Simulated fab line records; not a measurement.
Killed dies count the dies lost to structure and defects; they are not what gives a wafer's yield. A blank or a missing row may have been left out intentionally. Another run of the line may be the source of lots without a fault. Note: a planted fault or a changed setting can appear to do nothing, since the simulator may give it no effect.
Problem report in the 8D (eight disciplines) form, filled by code || flow gf180mcu || the parts of the form that need people (team, actions taken, sign-off) are left out

1. PROBLEM STATEMENT
Wafers without a fault read 440.2 nm with a standard deviation of 2.2, while cdNm at GF_TOP_METAL_CD_MEAS_14 averages 393.4 nm across 3 wafers of 1 lot. Relative to the usual mean, that is a shift of -21 standard deviations.
The step: target cd 440 nm.
First observed at day 31 02:09: wafer L511.2, on cdSem-02. Wafers with a number at this step in the record: 39, from 13 lots. The rule behind "out" and "out of limits": a value lying over 4 standard deviations away from the usual mean. Any other wafer with a number is counted as sound.

2. WHAT IT IS, AND WHAT IT ISN'T
{"question": "which readings at this step", "is": "cdNm", "is not": "-"}
{"question": "which lots", "is": "L511", "is not": "L502, L503, L505, L506, L508, L518, L520, L521, L522, L523, L524, L525"}
{"question": "which wafers of those lots", "is": "all that have a number", "is not": "-"}
{"question": "read on which gauges", "is": "cdSem-02", "is not": "cdSem-01"}
{"question": "when", "is": "from day 31 02:09", "is not": "up to then (15 sound wafers); but 21 sound wafers of L518, L520, L521, L522, L523, L524, L525 came after"}

3. THE SUSPECTS, EACH WITH WHAT RULES IT OUT
Counting: a tool stays on the suspect list if, at a process step up to the reading, it processed all lots that are out and no sound lot following the first of them.
- the gauge at GF_TOP_METAL_CD_MEAS_14 has been ruled out. All the wafers that are out were read on cdSem-02, but those of them that GF_TOP_METAL_EXPOSE_11 has rows for are out there too, on other tools.
- plasmaAsher-03 at GF_MIM_STRIP_20 (strips in O2/N2): ruled out as a lasting fault. Following L511 (day 28 14:23), the first lot on it that is out, the sound lots L522, L524 were run on it.
- ilineStepper-02 at GF_TOP_METAL_EXPOSE_11 (exposes mask MetalTop, target cd 440 nm): ruled out as a lasting fault. Following L511 (day 30 17:12), the first lot on it that is out, the sound lots L521, L522, L523, L524, L525 were run on it.
Left after counting: nothing in the record.

4. THE CAUSE (what the simulator had put in)
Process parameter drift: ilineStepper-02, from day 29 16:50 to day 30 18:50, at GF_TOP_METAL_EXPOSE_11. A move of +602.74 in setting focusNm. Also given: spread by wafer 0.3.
The count ruled it out by mistake, since the rule takes a fault to strike every lot its tool runs from the start of the fault on, and this one did not do so.

5. THE CHAIN OF EFFECTS, in route order
Rows list readings where the struck wafers' mean (over those with a number) sits beyond 3 standard deviations from the usual. Readings are gone through only where the record gives a usual standard deviation; hours: the median, over the lots, of the time from a lot's start at the first step in this table giving one to that lot's start at this step; sigmas: the change measured in usual standard deviations.
{"hours": 0, "step": "GF_TOP_METAL_EXPOSE_11", "reading": "exposureDoseMJCm2", "usual": 169.80, "on struck wafers": 164.94, "change": -4.86, "sigmas": -29}
{"hours": 9, "step": "GF_TOP_METAL_CD_MEAS_14", "reading": "cdNm", "usual": "440.2 nm", "on struck wafers": 393.4, "change": -46.8, "sigmas": -21}
Its process steps:
- GF_TOP_METAL_EXPOSE_11: exposes mask MetalTop, target cd 440 nm.
Later steps that measure or inspect, where all struck wafers having a row at the step show a number for every such reading and not one has moved that far: GF_TOP_METAL_OVL_MEAS_15.

6. WHAT WOULD HAVE CAUGHT IT SOONER
Counted from the fault's start at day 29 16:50, it took 33 hours until the first out-of-limits reading at a measuring or inspecting step in this record, taken at day 31 02:09.
At GF_TOP_METAL_EXPOSE_11, the tool's own readings (exposureDoseMJCm2) were out on each struck wafer the step has a row for, so an alarm limit on them would have fired on the first such wafer.
